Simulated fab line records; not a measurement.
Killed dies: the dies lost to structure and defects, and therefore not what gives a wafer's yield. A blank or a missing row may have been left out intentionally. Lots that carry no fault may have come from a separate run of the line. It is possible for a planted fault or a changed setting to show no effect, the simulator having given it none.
What tool caused it? | flow sky130 | 13 lots with 37 wafers sampled at 5 steps, on a route of 708 steps

WHAT EACH GAUGE READ, for each wafer
SKY_VT_ADJUST_HVTR_OVL_MEAS_08. Usual: VT_ADJUST_HVTR_OVL gives -0.7 nm (standard deviation 1.3).
lot  | measured     | on         | VT_ADJUST_HVTR_OVL (nm) | flag
L808 | day 9 14:05  | overlay-02 | 1.6 1.4 -0.1            | 
L809 | day 9 19:53  | overlay-01 | -0.7 -2.5 -0.3          | 
L810 | day 9 23:58  | overlay-02 | -0.9 0.5 0.1            | 
L811 | day 10 08:28 | overlay-01 | 0.0 0.2 -0.9            | 
L813 | day 10 20:51 | overlay-01 | -2.4 -1.5 -1.2          | 
L814 | day 11 05:29 | overlay-02 | 1.0 1.8 1.2             | 
L816 | day 11 15:38 | overlay-01 | -0.3 -0.8 -0.7          | 
L817 | day 12 04:26 | overlay-01 | -0.1 -0.5 -0.5          | 
L818 | day 12 16:07 | overlay-02 | 0.1 -1.5 -2.2           | 
L825 | day 14 22:59 | overlay-01 | -1.2 -2.1               | 
L826 | day 15 00:47 | overlay-01 | -1.4 -3.0               | 
L831 | day 16 18:14 | overlay-02 | -0.3 -1.4 -0.8          | 
L830 | day 16 19:11 | overlay-01 | 0.1 1.4 0.7             | 

SKY_SONOS_TUNNEL_CD_MEAS_07: target cd 410 nm. Usual: cdNm at 409.7 nm, with a standard deviation of 2.5.
lot  | measured     | on       | cdNm (nm)         | flag
L808 | day 11 12:04 | cdSem-02 | 405.5 403.7 404.8 | 
L809 | day 11 18:20 | cdSem-01 | 411.8 412.2 410.8 | 
L810 | day 11 23:28 | cdSem-01 | 408.1 409.7 408.8 | 
L811 | day 12 07:10 | cdSem-02 | 407.8 409.4 407.3 | 
L813 | day 12 22:45 | cdSem-02 | 409.9 409.1 407.6 | 
L814 | day 13 07:40 | cdSem-01 | 410.6 409.4 409.4 | 
L816 | day 13 18:25 | cdSem-01 | 412.3 413.5 413.9 | 
L817 | day 14 08:01 | cdSem-02 | 409.5 411.0 411.2 | 
L818 | day 14 20:08 | cdSem-01 | 405.9 405.6 406.9 | 
L825 | day 17 06:33 | cdSem-02 | 392.3 392.9       | OFF
L826 | day 17 08:02 | cdSem-02 | 405.4 388.6       | OFF
L831 | day 19 06:01 | cdSem-02 | 407.1 408.6 408.5 | 
L830 | day 19 07:10 | cdSem-01 | 413.0 413.5 414.9 | 

SKY_SONOS_ONO_CD_MEAS_13: target cd 410 nm. Usual: cdNm at 410.0 nm, with a standard deviation of 2.3.
lot  | measured     | on       | cdNm (nm)         | flag
L808 | day 12 18:55 | cdSem-01 | 415.5 414.7 414.1 | 
L809 | day 13 00:08 | cdSem-02 | 408.0 409.7 410.0 | 
L810 | day 13 05:18 | cdSem-02 | 409.5 409.8 409.1 | 
L811 | day 13 15:34 | cdSem-01 | 404.9 408.3 405.4 | 
L813 | day 14 06:38 | cdSem-01 | 410.4 409.1 409.1 | 
L814 | day 14 15:25 | cdSem-02 | 409.6 406.9 408.6 | 
L816 | day 15 02:43 | cdSem-02 | 408.0 406.6 406.1 | 
L817 | day 15 17:46 | cdSem-02 | 408.6 408.3 409.8 | 
L818 | day 16 04:32 | cdSem-02 | 408.9 408.8 409.8 | 
L825 | day 18 17:50 | cdSem-02 | 410.3 411.7       | 
L826 | day 18 18:58 | cdSem-02 | 413.9 413.2       | 
L831 | day 20 19:40 | cdSem-01 | 411.5 411.8 412.4 | 
L830 | day 20 20:55 | cdSem-02 | 409.0 411.3 411.5 | 

WHICH TOOL RAN EACH LOT (tool, then ch and the chambers of the sampled wafers, then the start)
lot  | SKY_VT_ADJUST_HVTR_STRIP_10         | SKY_SONOS_TUNNEL_DEVELOP_06
L808 | plasmaAsher-01 ch 0,1, day 9 14:17  | lithoTrack-02 ch 0, day 11 11:55
L809 | plasmaAsher-02 ch 0,1, day 9 20:04  | lithoTrack-02 ch 0, day 11 18:11
L810 | plasmaAsher-01 ch 0,1, day 10 00:10 | lithoTrack-04 ch 0, day 11 23:20
L811 | plasmaAsher-02 ch 0,1, day 10 08:40 | lithoTrack-04 ch 0, day 12 07:02
L813 | plasmaAsher-02 ch 0,1, day 10 21:02 | lithoTrack-04 ch 0, day 12 22:37
L814 | plasmaAsher-01 ch 0,1, day 11 05:40 | lithoTrack-03 ch 0, day 13 07:31
L816 | plasmaAsher-01 ch 0,1, day 11 15:50 | lithoTrack-03 ch 0, day 13 18:16
L817 | plasmaAsher-04 ch 0,1, day 12 04:37 | lithoTrack-02 ch 0, day 14 07:52
L818 | plasmaAsher-04 ch 0,1, day 12 16:19 | lithoTrack-02 ch 0, day 14 19:59
L825 | plasmaAsher-04 ch 0,1, day 14 23:10 | lithoTrack-04 ch 0, day 17 06:25
L826 | plasmaAsher-01 ch 0,1, day 15 00:59 | lithoTrack-04 ch 0, day 17 07:53
L831 | plasmaAsher-02 ch 0, day 16 18:26   | lithoTrack-02 ch 0, day 19 05:52
L830 | plasmaAsher-02 ch 0,1, day 16 19:22 | lithoTrack-03 ch 0, day 19 07:01
- SKY_VT_ADJUST_HVTR_STRIP_10: strips in O2/N2.
- SKY_SONOS_TUNNEL_DEVELOP_06: develop time 60 s.

AS READ BY THE TOOLS THEMSELVES (means over the sampled wafers that have a number; for cases with no such wafer, the mark the record gives instead)
SKY_VT_ADJUST_HVTR_STRIP_10. Usual: drypumpMotorCurrentA 5.7 A, standard deviation 0.35; oesProductAu 0.716 a.u., standard deviation 0.0048; stripTimeToEndpointS 14.18 s, standard deviation 0.04.
lot  | tool           | drypumpMotorCurrentA (A) | oesProductAu (a.u.) | stripTimeToEndpointS (s) | flag
L808 | plasmaAsher-01 | 5.2                      | 0.714               | 14.18                    | 
L809 | plasmaAsher-02 | 5.8                      | 0.711               | 14.17                    | 
L810 | plasmaAsher-01 | 5.2                      | 0.715               | 14.16                    | 
L811 | plasmaAsher-02 | 5.8                      | 0.718               | 14.18                    | 
L813 | plasmaAsher-02 | 5.8                      | 0.717               | 14.15                    | 
L814 | plasmaAsher-01 | 5.4                      | 0.713               | 14.21                    | 
L816 | plasmaAsher-01 | 5.2                      | 0.716               | 14.25                    | 
L817 | plasmaAsher-04 | 6.1                      | 0.719               | 14.18                    | 
L818 | plasmaAsher-04 | 6.1                      | 0.715               | 14.16                    | 
L825 | plasmaAsher-04 | 6.0                      | 0.712               | 14.19                    | 
L826 | plasmaAsher-01 | 5.3                      | 0.716               | 14.16                    | 
L831 | plasmaAsher-02 | 5.7                      | 0.713               | 14.19                    | 
L830 | plasmaAsher-02 | 5.7                      | 0.714               | 14.22                    | 

SKY_SONOS_TUNNEL_DEVELOP_06. Usual: exhaustPa at 44.9 Pa, with a standard deviation of 1.1.
lot  | tool          | exhaustPa (Pa) | flag
L808 | lithoTrack-02 | 43.3           | 
L809 | lithoTrack-02 | 44.8           | 
L810 | lithoTrack-04 | 45.3           | 
L811 | lithoTrack-04 | 46.0           | 
L813 | lithoTrack-04 | 43.6           | 
L814 | lithoTrack-03 | 44.9           | 
L816 | lithoTrack-03 | 45.1           | 
L817 | lithoTrack-02 | 44.5           | 
L818 | lithoTrack-02 | 46.0           | 
L825 | lithoTrack-04 | 44.8           | 
L826 | lithoTrack-04 | 44.6           | 
L831 | lithoTrack-02 | 45.9           | 
L830 | lithoTrack-03 | 45.4           | 

THE ANSWER, worked out from the rows above alone
Rule: take the mean of a lot's wafers that have a number; if it is more than 3 standard deviations from the usual mean, the lot is off. A lot without any number at a reading at which 4 lots or more have one is off too. All remaining lots with rows at the step are treated as sound. The gauges are gone through in route order, then the tools' own readings, and for those a lot's mean is taken as printed above. At the first step where some lot is off, the reading lying furthest off is the one used; lots without a number count as furthest.
Off at SKY_SONOS_TUNNEL_CD_MEAS_07 (cdNm): L825, L826.
A tool fits if, at a process step before that reading, it ran every lot that is off, and no sound lot after the first of them. Those tools and the gauges at SKY_SONOS_TUNNEL_CD_MEAS_07 are tried in the same way. One fits: SKY_SONOS_TUNNEL_DEVELOP_06 on lithoTrack-04. Its last sound lot is L813 (day 12 22:37), its first lot that is off L825 (day 17 06:25): a fault that began between those two fits.

WHAT THE SIMULATOR HAD PUT IN
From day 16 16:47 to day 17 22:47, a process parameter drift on lithoTrack-04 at SKY_SONOS_TUNNEL_DEVELOP_06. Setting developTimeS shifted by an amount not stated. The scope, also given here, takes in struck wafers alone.
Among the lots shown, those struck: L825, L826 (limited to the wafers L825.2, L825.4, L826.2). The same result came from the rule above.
